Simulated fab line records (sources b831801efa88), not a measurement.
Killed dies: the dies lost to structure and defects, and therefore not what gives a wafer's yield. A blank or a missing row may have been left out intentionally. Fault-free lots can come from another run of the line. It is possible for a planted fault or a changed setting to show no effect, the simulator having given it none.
8D (eight disciplines) problem report, filled in by code	flow sky130	the parts of the form that need people (team, actions taken, sign-off) are left out

== 1. WHAT WENT WRONG ==
overpolishRunS at SKY_VIA2_CMP_24 reads a mean of 11.084 s on 9 wafers of 3 lots; wafers without a fault read 19.999 s with a standard deviation of 0.0087. So: -99 or more standard deviations from the usual mean.
The step: polishes, stops on SiO2, t overpolish 20 s, target thk 0 nm.
Seen first at day 39 00:25 on cmp-01, wafer L870.1. The record holds 33 wafers of 11 lots with a number at this step. The rule behind "out" and "out of limits": a value lying over 4 standard deviations away from the usual mean. The rest of the wafers with a number are treated as sound.

== 2. WHAT IT IS AND WHAT IT IS NOT ==
question	is	is not
which readings at this step	overpolishRunS	motorCurrentA, timeToEndpointS
which lots	L870, L871, L873	L862, L864, L865, L869, L881, L882, L883, L884
which wafers of those lots	all that have a number	-
read on which tools	cmp-01	cmp-02
when	from day 39 00:25	up to then (12 sound wafers); but 12 sound wafers of L881, L882, L883, L884 came after

== 3. SUSPECTS, AND WHAT RULES EACH OUT ==
Counting: any tool at a process step up to the reading is kept as a suspect provided that every lot that is out went through it and no sound lot did after the first of them.
- cmp-01 at SKY_VIA2_CMP_24 (polishes, stops on SiO2, t overpolish 20 s, target thk 0 nm): ruled out as a lasting fault. After its first lot that is out, L870 (day 39 00:25), sound lots L882, L884, L883 ran on it.
Left after counting: nothing in the record.

== 4. THE CAUSE (what the simulator had put in) ==
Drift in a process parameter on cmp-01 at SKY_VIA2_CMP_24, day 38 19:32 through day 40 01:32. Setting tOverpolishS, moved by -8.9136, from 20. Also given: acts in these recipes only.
Counting ruled it out, wrongly.

== 5. SEQUENCE OF EFFECTS, ordered by route ==
Each row: a reading where the mean over the struck wafers with a number is more than 3 standard deviations away from the usual. Scope: only readings with a usual standard deviation given in the record; hours: median across lots of the time from each lot's start at the first step in this table that gives one to its start at this step; sigmas: change in usual standard deviations.
hours	step	reading	usual	on struck wafers	change	sigmas
0	SKY_VIA2_CMP_24	overpolishRunS	19.999 s	11.084	-8.915	-99 or more
Its process steps:
- SKY_VIA2_CMP_24: polishes, stops on SiO2, t overpolish 20 s, target thk 0 nm.
Later steps that measure or inspect, where all struck wafers having a row at the step show a number for every such reading and not one has moved that far: SKY_CAPM_THK_MEAS_04.

== 6. WHAT WOULD HAVE CAUGHT IT SOONER ==
First out-of-limits reading in this record: day 39 00:25, which is 5 hours after fault onset at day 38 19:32.
